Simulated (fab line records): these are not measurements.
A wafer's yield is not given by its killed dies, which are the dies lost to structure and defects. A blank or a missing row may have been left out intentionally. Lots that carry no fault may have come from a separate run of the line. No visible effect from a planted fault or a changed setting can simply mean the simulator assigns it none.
Which tool is to blame? / flow gf180mcu / Sampling: 11 lots, 33 wafers, 6 of 602 route steps

## WHAT EACH GAUGE READ, for each wafer
GF_M2_THK_MEAS_06: measures by xrf. Usual: M2_ALCU_THK 453 nm, standard deviation 6.
lot=L884; measured=day 18 05:28; on=film-metro-02; M2_ALCU_THK (nm)=453 446 447; flag=
lot=L885; measured=day 18 14:09; on=film-metro-01; M2_ALCU_THK (nm)=444 455 451; flag=
lot=L887; measured=day 19 01:06; on=film-metro-01; M2_ALCU_THK (nm)=458 460 455; flag=
lot=L890; measured=day 20 09:31; on=film-metro-02; M2_ALCU_THK (nm)=464 455 463; flag=
lot=L893; measured=day 21 22:25; on=film-metro-01; M2_ALCU_THK (nm)=452 453 458; flag=
lot=L894; measured=day 22 09:15; on=film-metro-02; M2_ALCU_THK (nm)=451 458 456; flag=
lot=L895; measured=day 22 11:29; on=film-metro-01; M2_ALCU_THK (nm)=450 456 451; flag=
lot=L903; measured=day 25 03:01; on=film-metro-01; M2_ALCU_THK (nm)=458 452 456; flag=
lot=L904; measured=day 25 12:24; on=film-metro-01; M2_ALCU_THK (nm)=456 457 453; flag=
lot=L906; measured=day 26 03:58; on=film-metro-02; M2_ALCU_THK (nm)=437 445 439; flag=
lot=L907; measured=day 26 11:43; on=film-metro-04; M2_ALCU_THK (nm)=446 454 450; flag=

GF_M2_CD_MEAS_14 targets a cd of 280 nm. Usual: cd-nm 279.9 nm, standard deviation 1.4.
lot=L884; measured=day 19 05:01; on=cd-sem-01; cd-nm (nm)=280.1 279.5 280.3; flag=
lot=L885; measured=day 19 14:15; on=cd-sem-02; cd-nm (nm)=282.9 282.7 282.4; flag=
lot=L887; measured=day 20 00:56; on=cd-sem-02; cd-nm (nm)=279.7 280.1 281.0; flag=
lot=L890; measured=day 21 08:37; on=cd-sem-02; cd-nm (nm)=280.1 280.9 279.6; flag=
lot=L893; measured=day 22 21:45; on=cd-sem-01; cd-nm (nm)=279.4 278.8 278.8; flag=
lot=L894; measured=day 23 08:08; on=cd-sem-02; cd-nm (nm)=279.7 280.2 279.2; flag=
lot=L895; measured=day 23 10:43; on=cd-sem-01; cd-nm (nm)=281.3 281.0 282.2; flag=
lot=L903; measured=day 25 23:39; on=cd-sem-02; cd-nm (nm)=281.8 281.8 281.8; flag=
lot=L904; measured=day 26 08:43; on=cd-sem-02; cd-nm (nm)=278.9 278.3 279.7; flag=
lot=L906; measured=day 26 23:44; on=cd-sem-02; cd-nm (nm)=279.4 278.8 279.1; flag=
lot=L907; measured=day 27 07:41; on=cd-sem-01; cd-nm (nm)=281.3 281.6 281.5; flag=

GF_V3_RS_MEAS_24: uses a four-point probe to measure. Usual: V3_W_RS 0.327 ohm/sq, standard deviation 0.0035.
lot=L884; measured=day 22 10:16; on=film-metro-02; V3_W_RS (ohm/sq)=0.323 0.323 0.323; flag=
lot=L885; measured=day 22 19:02; on=film-metro-04; V3_W_RS (ohm/sq)=0.329 0.328 0.324; flag=
lot=L887; measured=day 23 06:04; on=film-metro-02; V3_W_RS (ohm/sq)=0.329 0.327 0.325; flag=
lot=L890; measured=day 24 12:41; on=film-metro-04; V3_W_RS (ohm/sq)=0.327 0.326 0.331; flag=
lot=L893; measured=day 25 21:30; on=film-metro-04; V3_W_RS (ohm/sq)=0.294 0.293 0.291; flag=OFF
lot=L894; measured=day 26 06:16; on=film-metro-04; V3_W_RS (ohm/sq)=0.290 0.289 0.290; flag=OFF
lot=L895; measured=day 26 08:36; on=film-metro-03; V3_W_RS (ohm/sq)=0.323 0.328 0.324; flag=
lot=L903; measured=day 28 15:50; on=film-metro-04; V3_W_RS (ohm/sq)=0.332 0.333 0.333; flag=
lot=L904; measured=day 29 01:21; on=film-metro-02; V3_W_RS (ohm/sq)=0.330 0.331 0.328; flag=
lot=L906; measured=day 29 14:38; on=film-metro-03; V3_W_RS (ohm/sq)=0.329 0.329 0.331; flag=
lot=L907; measured=day 29 22:45; on=film-metro-03; V3_W_RS (ohm/sq)=0.326 0.321 0.329; flag=

GF_V3_THK_MEAS_25: measures by xrf. Usual: V3_W_THK 348 nm, standard deviation 7.2.
lot=L884; measured=day 22 10:23; on=film-metro-02; V3_W_THK (nm)=355 358 356; flag=
lot=L885; measured=day 22 19:10; on=film-metro-04; V3_W_THK (nm)=345 346 351; flag=
lot=L887; measured=day 23 06:11; on=film-metro-02; V3_W_THK (nm)=353 357 357; flag=
lot=L890; measured=day 24 12:47; on=film-metro-04; V3_W_THK (nm)=348 350 341; flag=
lot=L893; measured=day 25 21:35; on=film-metro-04; V3_W_THK (nm)=385 386 388; flag=OFF
lot=L894; measured=day 26 06:23; on=film-metro-04; V3_W_THK (nm)=392 396 391; flag=OFF
lot=L895; measured=day 26 08:43; on=film-metro-03; V3_W_THK (nm)=344 340 343; flag=
lot=L903; measured=day 28 15:58; on=film-metro-04; V3_W_THK (nm)=342 343 339; flag=
lot=L904; measured=day 29 01:28; on=film-metro-02; V3_W_THK (nm)=355 354 357; flag=
lot=L906; measured=day 29 14:44; on=film-metro-03; V3_W_THK (nm)=340 338 337; flag=
lot=L907; measured=day 29 22:52; on=film-metro-03; V3_W_THK (nm)=340 348 340; flag=

## WHAT TOOL EACH LOT RAN ON (gives the tool, then ch and the chambers of the sampled wafers, and finally the start)
lot=L884; GF_M2_SPUTTER_04=pvd-sputter-03, day 18 05:18; GF_V3_CVD_23=cvd-w-01 ch 0,1, day 22 10:09
lot=L885; GF_M2_SPUTTER_04=pvd-sputter-03, day 18 13:59; GF_V3_CVD_23=cvd-w-02 ch 0,1, day 22 18:56
lot=L887; GF_M2_SPUTTER_04=pvd-sputter-01, day 19 00:56; GF_V3_CVD_23=cvd-w-01 ch 0,1, day 23 05:57
lot=L890; GF_M2_SPUTTER_04=pvd-sputter-04, day 20 09:19; GF_V3_CVD_23=cvd-w-01 ch 0,1, day 24 12:33
lot=L893; GF_M2_SPUTTER_04=pvd-sputter-01, day 21 22:13; GF_V3_CVD_23=cvd-w-01 ch 0,1, day 25 21:22
lot=L894; GF_M2_SPUTTER_04=pvd-sputter-03, day 22 09:05; GF_V3_CVD_23=cvd-w-01 ch 1, day 26 06:08
lot=L895; GF_M2_SPUTTER_04=pvd-sputter-01, day 22 11:19; GF_V3_CVD_23=cvd-w-02 ch 0,1, day 26 08:28
lot=L903; GF_M2_SPUTTER_04=pvd-sputter-04, day 25 02:51; GF_V3_CVD_23=cvd-w-01 ch 0,1, day 28 15:44
lot=L904; GF_M2_SPUTTER_04=pvd-sputter-03, day 25 12:14; GF_V3_CVD_23=cvd-w-01 ch 0, day 29 01:14
lot=L906; GF_M2_SPUTTER_04=pvd-sputter-01, day 26 03:48; GF_V3_CVD_23=cvd-w-01 ch 0,1, day 29 14:30
lot=L907; GF_M2_SPUTTER_04=pvd-sputter-03, day 26 11:33; GF_V3_CVD_23=cvd-w-02 ch 0,1, day 29 22:38
- GF_M2_SPUTTER_04: material TiN, target thk 50 nm, time 41.7 s.
- GF_V3_CVD_23: deposits W, target thk 350 nm, time 104.9 s.

## WHAT THE TOOLS THEMSELVES READ (means of the sampled wafers that have a number; where no wafer has one, the mark that the record gives instead)
GF_M2_SPUTTER_04. Usual: throttle-valve-pct 29.7 %, standard deviation 1.2.
lot=L884; tool=pvd-sputter-03; throttle-valve-pct (%)=28.6; flag=
lot=L885; tool=pvd-sputter-03; throttle-valve-pct (%)=29.0; flag=
lot=L887; tool=pvd-sputter-01; throttle-valve-pct (%)=30.2; flag=
lot=L890; tool=pvd-sputter-04; throttle-valve-pct (%)=29.4; flag=
lot=L893; tool=pvd-sputter-01; throttle-valve-pct (%)=30.4; flag=
lot=L894; tool=pvd-sputter-03; throttle-valve-pct (%)=29.0; flag=
lot=L895; tool=pvd-sputter-01; throttle-valve-pct (%)=30.9; flag=
lot=L903; tool=pvd-sputter-04; throttle-valve-pct (%)=30.3; flag=
lot=L904; tool=pvd-sputter-03; throttle-valve-pct (%)=29.7; flag=
lot=L906; tool=pvd-sputter-01; throttle-valve-pct (%)=30.7; flag=
lot=L907; tool=pvd-sputter-03; throttle-valve-pct (%)=29.1; flag=

GF_V3_CVD_23. Usual: heater-power-w 829 W, standard deviation 110; susceptor-temp-C 400.05 C, standard deviation 0.21.
lot=L884; tool=cvd-w-01; heater-power-w (W)=821; susceptor-temp-C (C)=399.91; flag=
lot=L885; tool=cvd-w-02; heater-power-w (W)=777; susceptor-temp-C (C)=399.92; flag=
lot=L887; tool=cvd-w-01; heater-power-w (W)=939; susceptor-temp-C (C)=400.20; flag=
lot=L890; tool=cvd-w-01; heater-power-w (W)=919; susceptor-temp-C (C)=400.21; flag=
lot=L893; tool=cvd-w-01; heater-power-w (W)=952; susceptor-temp-C (C)=406.73; flag=OFF
lot=L894; tool=cvd-w-01; heater-power-w (W)=759; susceptor-temp-C (C)=406.42; flag=OFF
lot=L895; tool=cvd-w-02; heater-power-w (W)=791; susceptor-temp-C (C)=400.01; flag=
lot=L903; tool=cvd-w-01; heater-power-w (W)=926; susceptor-temp-C (C)=400.08; flag=
lot=L904; tool=cvd-w-01; heater-power-w (W)=1004; susceptor-temp-C (C)=399.76; flag=
lot=L906; tool=cvd-w-01; heater-power-w (W)=925; susceptor-temp-C (C)=399.92; flag=
lot=L907; tool=cvd-w-02; heater-power-w (W)=787; susceptor-temp-C (C)=400.04; flag=

## THE ANSWER, worked out from the rows above alone
Rule: a lot is off if the mean of its wafers that have a number lies more than 3 standard deviations from the usual mean. Also off: a lot with no number at a reading for which 4 or more lots have one. The other lots that the step has rows for count as sound. After the gauges, taken in route order, come the tools' own readings; for these a lot's mean is taken, as printed above. The first step at which some lot is off is used, and at that step the reading that is off furthest; a lot without a number counts as furthest.
Off: at GF_V3_RS_MEAS_24 (V3_W_RS), L893, L894.
A tool fits if, at a process step before that reading, it ran every lot that is off, and no sound lot after the first of them. The gauges at GF_V3_RS_MEAS_24 aren't tried: what is off there is off at GF_V3_CVD_23 too, on other tools, and a gauge's error can't cause that. No candidate that was tried fits.

## WHAT WAS PUT IN BY THE SIMULATOR
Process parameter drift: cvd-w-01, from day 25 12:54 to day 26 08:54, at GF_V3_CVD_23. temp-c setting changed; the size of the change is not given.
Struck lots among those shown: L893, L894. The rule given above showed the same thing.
